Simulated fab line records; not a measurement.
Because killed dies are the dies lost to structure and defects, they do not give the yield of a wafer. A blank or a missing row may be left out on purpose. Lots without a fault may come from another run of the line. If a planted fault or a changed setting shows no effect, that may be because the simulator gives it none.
Which tool was responsible? ; flow sfq line ; 42 wafers sampled from 14 lots at 1 step of a route of 325

## WHAT EACH GAUGE READ, for each wafer
The record holds no reading of a measuring or inspecting step that can be judged against a usual standard deviation.

## WHAT TOOL EACH LOT RAN ON (gives the tool, then ch and the chambers of the sampled wafers, and finally the start)
lot;SFQ_TRILAYER_M3_ETCH_METAL_ETCH_078
L777;rie metal-01 ch 0,1, day 44 01:37
L779;rie metal-02 ch 0,1, day 45 02:54
L780;rie metal-04 ch 1, day 45 05:22
L782;rie metal-04 ch 1, day 46 02:11
L783;rie metal-04 ch 0,1, day 46 14:14
L784;rie metal-04 ch 0,1, day 48 01:18
L785;rie metal-01 ch 0,1, day 48 02:30
L786;rie metal-04 ch 0,1, day 48 09:42
L787;rie metal-02 ch 0,1, day 48 14:30
L788;rie metal-02 ch 0,1, day 48 20:01
L789;rie metal-02 ch 0,1, day 49 03:01
L790;rie metal-02 ch 0,1, day 49 07:46
L791;rie metal-02 ch 0,1, day 49 15:01
L793;rie metal-04 ch 0, day 50 04:10
- SFQ_TRILAYER_M3_ETCH_METAL_ETCH_078: etches Nb in Cl2/Ar, stops on SiO2, target depth 240 nm, time 120 s.

## WHAT THE TOOLS THEMSELVES READ (means of the sampled wafers that have a number; where no wafer has one, the mark that the record gives instead)
SFQ_TRILAYER_M3_ETCH_METAL_ETCH_078.
lot;tool;drypump motor current A (A);oes product au (a.u.);run length s (s)
L777;rie metal-01;5.77;0.898;148.2
L779;rie metal-02;5.89;0.898;147.7
L780;rie metal-04;5.33;0.898;149.1
L782;rie metal-04;5.34;0.896;149.2
L783;rie metal-04;5.22;0.895;148.6
L784;rie metal-04;5.27;0.890;148.9
L785;rie metal-01;5.75;0.897;148.5
L786;rie metal-04;5.27;0.893;148.7
L787;rie metal-02;5.91;0.895;147.6
L788;rie metal-02;5.84;0.895;147.9
L789;rie metal-02;5.84;0.900;147.9
L790;rie metal-02;5.94;0.934;142.6
L791;rie metal-02;5.91;0.945;142.8
L793;rie metal-04;5.16;0.901;148.3

## THE ANSWER, worked out from the rows above alone
Rule: what is usual is taken from the lots themselves. The widest of any qualifying gaps counts: lots, ordered by their means at a reading, are off when they make up no more than a third of the lots, leave a main group of 4 or more, and stand apart from it by 3 or more times the standard deviation of that group's means. The tables above print the reading to a certain number of digits; a main group whose means all agree to those digits is not used. Also off: a lot with no number at a reading for which 4 or more lots have one. The other lots that the step has rows for count as sound. Order of review: gauges by route order, followed by the tools' own readings, for which a lot's mean as printed above is used. The first step at which some lot is off is used, and at that step the reading that is off furthest; a lot without a number counts as furthest.
Off, at SFQ_TRILAYER_M3_ETCH_METAL_ETCH_078 on oes product au: L790, L791. For the main group the mean is 0.896 a.u. and the standard deviation 0.0029.
A tool fits if, at that step or a process step before it, it ran every lot that is off, and no sound lot after the first of them. One candidate fits, namely rie metal-02 at SFQ_TRILAYER_M3_ETCH_METAL_ETCH_078. A fault onset in the window from L789 (day 49 03:01, its last sound lot) to L790 (day 49 07:46, its first lot off) fits.
The tool's own readings at SFQ_TRILAYER_M3_ETCH_METAL_ETCH_078 bear it out: on the lots that are off they differ by more than 5 times the standard deviation of the sound lots' means. oes product au reads 0.940 a.u. there against 0.896 a.u. on the sound lots; run length s reads 142.7 s there against 148.4 s on the sound lots.

## WHAT WAS PUT IN BY THE SIMULATOR
rie metal-02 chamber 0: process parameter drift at SFQ_TRILAYER_M3_ETCH_METAL_ETCH_078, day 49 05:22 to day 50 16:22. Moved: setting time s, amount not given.
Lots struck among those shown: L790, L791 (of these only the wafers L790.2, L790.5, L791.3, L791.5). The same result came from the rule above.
